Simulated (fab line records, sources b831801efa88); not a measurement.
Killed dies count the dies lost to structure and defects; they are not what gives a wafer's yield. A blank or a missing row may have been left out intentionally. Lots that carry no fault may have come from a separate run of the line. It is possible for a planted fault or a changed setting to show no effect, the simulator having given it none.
Struck lot and sound lot, side by side / flow sky130 / 16 steps out of a route of 708
Sound: these wafers, L402.1, L402.5, L402.6. Wafers L408.1, L408.2, L408.6 were the ones struck. At the end, the cause is stated.
Each step with rows lists, per side, the tool, then ch with its chambers, then its first start. Under that, the readings that differ: sound wafers / struck wafers / difference of the means / sigmas: that difference in standard deviations of wafers without a fault.
alike: a reading whose means differ by less than 2 such deviations, as well as words and numbers matching on both sides. not compared: withheld readings; readings where some wafer has no value; bounds like >300 that might hide an equal value; numbers whose values overlap and for which the record gives no deviation.
Wherever a step has rows on one side only, a row that says differs or no value, or a row with sigmas, the two part there. Non-overlapping numbers with no deviation appear without sigmas and do not part them. A reading missing from all wafers of one side parts the sides only when that side holds two or more wafers.

first, 5 steps without rows for these wafers: SKY_SONOS_TUNNEL_COAT_02 (resist thk 1140 nm); SKY_SONOS_TUNNEL_SOFTBAKE_03 (time 60 s); SKY_SONOS_TUNNEL_EXPOSE_04 (exposes mask TUNM, target cd 410 nm); SKY_SONOS_TUNNEL_PEB_05; SKY_SONOS_TUNNEL_DEVELOP_06 (develop time 60 s).
SKY_SONOS_TUNNEL_CD_MEAS_07 targets a cd of 410 nm.
  sound on cd-sem-02 at day 11 23:51; struck on cd-sem-01 at day 13 09:09
  alike: cd-nm
SKY_SONOS_TUNNEL_OVL_MEAS_08:
  sound on overlay-02 at day 11 23:58; struck on overlay-02 at day 13 09:16
reading=SONOS_TUNNEL_OVL (nm); sound=1.4 0.1 0.4; struck=-1.4 -3.6 -1.5; difference=-2.8; sigmas=-2
then, 3 steps without rows for these wafers: SKY_SONOS_TUNNEL_IMPLANT_09; SKY_SONOS_TUNNEL_WET_ETCH_10 (etches SiO2 in dHF, target depth 14 nm, time 280 s); SKY_SONOS_TUNNEL_STRIP_11 (strips in SPM, time 600 s).
SKY_SONOS_TUNNEL_TW_MEAS_12:
  sound on film-metro-04 at day 12 00:26; struck on film-metro-04 at day 13 09:43
  alike: SONOS_TUNNEL_TW
then, 1 step without rows for these wafers: SKY_SONOS_TUNNEL_CLEAN_13 (cleans in dHF, time 20 s).
SKY_SONOS_ONO_OXIDATION_00: stabilise 600 s, purge 300 s, target thk 2.6 nm.
  sound on furnace-02 ch 0, day 12 00:55; struck on furnace-01 ch 0, day 13 09:49
reading=model.SiO2_of_SONOS_ONO_OXIDATION_00.thk-nm (nm); sound=2.592 2.561 2.547; struck=2.964 2.992 2.976; difference=+0.411; sigmas=
  alike: ramp-up-c-per-min
SKY_SONOS_ONO_THK_MEAS_01:
  sound on film-metro-01 at day 12 02:16; struck on film-metro-02 at day 13 11:09
reading=SONOS_ONO_OXIDATION_THK (nm); sound=2.56 2.60 2.52; struck=2.97 2.96 2.98; difference=+0.41; sigmas=+7
then, 1 step without rows for these wafers: SKY_SONOS_ONO_CVD_02 (deposits Si3N4 from DCS/NH3, target thk 10.5 nm, time 180 s).
-- record jumps: 34 days separate the struck wafers' starts on either side; left off in module SONOS_ONO, taken up again in module PAD_OPEN, whose first shown step is the route's number 708 --
SKY_PAD_OPEN_PROBE_99:
  sound on prober-02 at day 46 11:43; struck on prober-01 at day 47 04:57
reading=model.etest.cap-ono.gate-log10-a-cm2; sound=-8.04 -7.941 -7.875; struck=-8.291 -8.321 -8.319; difference=-0.358; sigmas=
reading=model.etest.cap-ono.tox-acc-nm (nm); sound=13.01 12.89 12.82; struck=13.14 13.19 13.22; difference=+0.28; sigmas=
reading=model.etest.sonos-erased.vt-v (V); sound=-2.267 -2.281 -2.324; struck=-1.976 -1.928 -1.999; difference=+0.323; sigmas=
reading=model.etest.sonos-baked.vt-less-v (V); sound=-0.4732 -0.4792 -0.5004; struck=-0.3637 -0.3995 -0.4506; difference=+0.0797; sigmas=
  alike: killed_at_M0_to_M3, killed_at_M4_up, killed-at-contacts, killed-at-front-end, killed-at-other, killed-dies, killed-open, killed-short
  not compared: model.etest.sonos-erased.drive-ua-um, model.etest.cap-ono.gate-bv-v, model.etest.sonos-programmed.vt-v

## WHERE THEY PART
First at SKY_SONOS_TUNNEL_OVL_MEAS_08; last, within this record, at SKY_SONOS_ONO_THK_MEAS_01. Later steps at which nothing parts them and some readings are alike: SKY_PAD_OPEN_PROBE_99.

WHY: what had been put in by the simulator
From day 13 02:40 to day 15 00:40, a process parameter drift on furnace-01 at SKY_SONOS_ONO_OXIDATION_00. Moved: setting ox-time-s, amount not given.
